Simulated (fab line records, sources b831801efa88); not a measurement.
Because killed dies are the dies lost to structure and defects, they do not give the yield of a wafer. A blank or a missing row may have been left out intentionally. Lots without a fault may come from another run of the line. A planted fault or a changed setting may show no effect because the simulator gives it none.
Struck lot and sound lot, side by side -- flow sky130 -- 16 out of 708 route steps
Sound: these wafers, L271.1, L271.5, L271.6. Struck: wafers L260.1, L260.4, L260.6. The cause is named last.
Per side, at each step with rows, come the tool, then ch with its chambers, and then its first start. Under that, the readings that differ: sound wafers -- struck wafers -- difference of the means -- sigmas: that difference in standard deviations of wafers without a fault.
alike: a reading whose means differ by less than 2 such deviations, as well as words and numbers matching on both sides. not compared: withheld readings; readings where some wafer has no value; bounds like >300 that might hide an equal value; numbers whose values overlap and for which the record gives no deviation.
The two part at a step that has a row with sigmas, a row that says differs or no value, or rows on one side only. Non-overlapping numbers with no deviation appear without sigmas and do not part them. Lack of a reading on every wafer of one side parts them only where that side has two or more wafers.

first, 2 steps without rows for these wafers: SKY_METAL4_PEB_11; SKY_METAL4_DEVELOP_12 (develop time 60 s).
SKY_METAL4_CD_MEAS_13: the cd target is 300 nm.
  struck on cd sem-02, day 43 05:06; sound on cd sem-02, day 45 23:41
  alike: cd nm
SKY_METAL4_OVL_MEAS_14:
  struck on overlay-01, day 43 05:13; sound on overlay-01, day 45 23:48
  alike: METAL4_OVL
SKY_METAL4_DESCUM_15: chemistry O2, time 8 s.
  sound on rie metal-02 ch 0,1, day 45 23:50; struck on rie metal-03 ch 0,1, day 43 05:15
  alike: drypump motor current A, oes product au
  not compared: rf hours counter h
SKY_METAL4_ETCH_16: etches BARC in N2/H2, stops on SiO2, time 88.2 s, target depth 60 nm.
  sound on rie metal-02 ch 0,1, day 45 23:52; struck on rie metal-03 ch 0,1, day 43 05:17
  alike: bias w, drypump motor current A, oes product au, throttle valve pct
  not compared: rf hours counter h
SKY_METAL4_ETCH_17: etches SiO2 in C4F8/O2/Ar, stops on TiN, time 3.9 s, target depth 15 nm.
  sound on rie diel-02 ch 0,1, day 45 23:58; struck on rie diel-03 ch 0,2,3, day 43 05:23
  alike: bias w, oes product au
  not compared: rf hours counter h
SKY_METAL4_METAL_ETCH_18: etches the open film in Cl2/BCl3, stops on SiO2, target depth 845 nm, time 183.1 s.
  sound on rie metal-01 ch 0,1, day 45 23:59; struck on rie metal-02 ch 0,1, day 43 05:24
reading,sound,struck,difference,sigmas
oes product au (a.u.),0.876 0.874 0.887,0.867 0.868 0.863,-0.013,-2
  alike: bias w, drypump motor current A, throttle valve pct
  not compared: rf hours counter h
then, 4 steps without rows for these wafers: SKY_METAL4_STRIP_19 (strips in O2/N2); SKY_METAL4_STRIP_20 (strips in post etch residue remover, time 1200 s); SKY_METAL4_CLEAN_21 (cleans in IPA, time 180 s); SKY_METAL4_CLEAN_22 (cleans in O3/DIW).
SKY_VIA4_HDPCVD_00: deposits SiO2, target thk 1750 nm, time 291.7 s.
  sound on hdpcvd-02 ch 0,2, day 46 00:51; struck on hdpcvd-02 ch 0,1,2, day 43 06:14
reading,sound,struck,difference,sigmas
sih4 flow sccm (sccm),60.11 59.75 59.65,47.87 48.07 48.18,-11.80,-62
model.SiO2_of_VIA4_HDPCVD_00.thk nm (nm),1733 1706 1739,1406 1391 1386,-332,
SKY_VIA4_THK_MEAS_01:
  struck on film metro-04, day 43 06:38; sound on film metro-04, day 46 01:02
reading,sound,struck,difference,sigmas
VIA4_HDPCVD_THK (nm),1735 1706 1739,1406 1393 1385,-332,-17
  not compared: hold
SKY_VIA4_CMP_02: polishes SiO2.
  sound on cmp-02 ch 0,1,2, day 46 01:23; struck on cmp-01 ch 1,2, day 43 09:13
reading,sound,struck,difference,sigmas
hold,- - -,await dispo/2.5h/release await dispo/2.5h/release await dispo/2.5h/release,no value on the sound wafers,
  alike: motor current A, slurry filter dp kPa
-- the record jumps here: 4 days lie between the struck wafers' starts before and after (it left off in module VIA4 and takes up again in module PAD_OPEN, whose first step shown is number 708 of the route) --
SKY_PAD_OPEN_PROBE_99:
  struck on prober-01, day 46 23:42; sound on prober-02, day 49 11:30
reading,sound,struck,difference,sigmas
model.etest.met5 comb.leak log10 a um,-11.96 -12.08 -12.01,-11.9 -11.85 -11.75,+0.2,
  alike: defect limited yield, killed_at_M0_to_M3, killed_at_M4_up, killed at contacts, killed at front end, killed at other, killed dies, killed open, killed short, sort_bin_3_pad_short, sort_bin_5_function, sort_bin_6_memory, sort n pass, sort yield pct

## WHERE THEY PART
Earliest at SKY_METAL4_METAL_ETCH_18; latest, in this record, at SKY_VIA4_CMP_02. Later steps at which nothing parts them and some readings are alike: SKY_PAD_OPEN_PROBE_99.

WHY: the cause the simulator had injected
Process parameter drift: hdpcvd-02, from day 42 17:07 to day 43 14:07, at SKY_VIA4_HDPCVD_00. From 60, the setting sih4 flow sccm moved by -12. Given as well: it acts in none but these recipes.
